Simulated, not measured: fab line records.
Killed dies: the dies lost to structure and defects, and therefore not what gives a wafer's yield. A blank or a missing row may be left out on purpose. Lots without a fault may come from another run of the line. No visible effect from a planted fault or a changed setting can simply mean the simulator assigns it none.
8D (eight disciplines) problem report, filled in by code | flow gf180mcu | the parts of the form that need people (team, actions taken, sign-off) are left out

== 1. WHAT WENT WRONG ==
Wafers with no fault read 14.999 s with a standard deviation of 0.0091, whereas overpolish-run-s at GF_V3_CMP_26 reads a mean of 0.037 s on 1 wafer of 1 lot. That is -99 or more standard deviations from the usual mean.
The step: polishes, stops on SiO2, t overpolish 15 s, target thk 0 nm.
Earliest sighting: wafer L181.3 on cmp-02 at day 26 01:43. At this step, 39 wafers from 13 lots have a number in the record. The rule behind "out" and "out of limits": a value lying over 4 standard deviations away from the usual mean. All remaining wafers that have a number are taken as sound.

== 2. WHAT IT IS, AND WHAT IT ISN'T ==
question                    | is                                   | is not
which readings at this step | overpolish-run-s, time-to-endpoint-s | motor-current-A, slurry-filter-dp-kPa
which lots                  | L181                                 | L172, L174, L176, L178, L187, L188, L189, L190, L191, L192, L194, L195
which wafers of those lots  | L181.3                               | L181.1, L181.4
read on which tools         | cmp-02                               | cmp-01
when                        | from day 26 01:43                    | up to then (14 sound wafers); but 24 sound wafers of L187, L188, L189, L190, L191, L192, L194, L195 came after

== 3. SUSPECTS, AND WHAT RULES EACH OUT ==
Counting: if a tool at a process step up to the reading ran every lot that is out, it stays a suspect. Sound lots after the first of them don't rule it out here, since some wafers of a struck lot are sound.
- cmp-02 at GF_V3_CMP_26 (polishes, stops on SiO2, t overpolish 15 s, target thk 0 nm): kept. It processed L181, the lot that is out, at day 26 01:43, and its most recent sound lot before then was L178 at day 24 16:02. On those wafers its own readings are out: overpolish-run-s, time-to-endpoint-s.
- At GF_V3_CMP_26, inside cmp-02: chamber 0 took the wafers that are out, while their sound lot-mates went through chambers 1, 2.
The count leaves cmp-02 at GF_V3_CMP_26.

== 4. THE CAUSE (what the simulator had put in) ==
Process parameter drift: cmp-02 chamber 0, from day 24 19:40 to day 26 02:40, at GF_V3_CMP_26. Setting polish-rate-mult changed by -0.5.
The count eliminated every tool but this one.

== 5. SEQUENCE OF EFFECTS, ordered by route ==
Rows list readings where the struck wafers' mean (over those with a number) sits beyond 3 standard deviations from the usual. Only readings whose record carries a usual standard deviation are examined. hours: median over the lots of the time between each lot's start at the first step of this table that gives one and its start at this step. sigmas: the change, counted in usual standard deviations.
hours | step         | reading            | usual    | on struck wafers | change  | sigmas
0     | GF_V3_CMP_26 | overpolish-run-s   | 14.999 s | 0.037            | -14.962 | -99 or more
0     | GF_V3_CMP_26 | time-to-endpoint-s | 83 s     | 128              | +45     | +12
The process steps in it:
- GF_V3_CMP_26: polishes, stops on SiO2, t overpolish 15 s, target thk 0 nm.

== 6. WHAT WOULD HAVE CAUGHT IT SOONER ==
In this record no reading fell out of limits until day 26 01:43, 30 hours after the fault had begun at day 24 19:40.
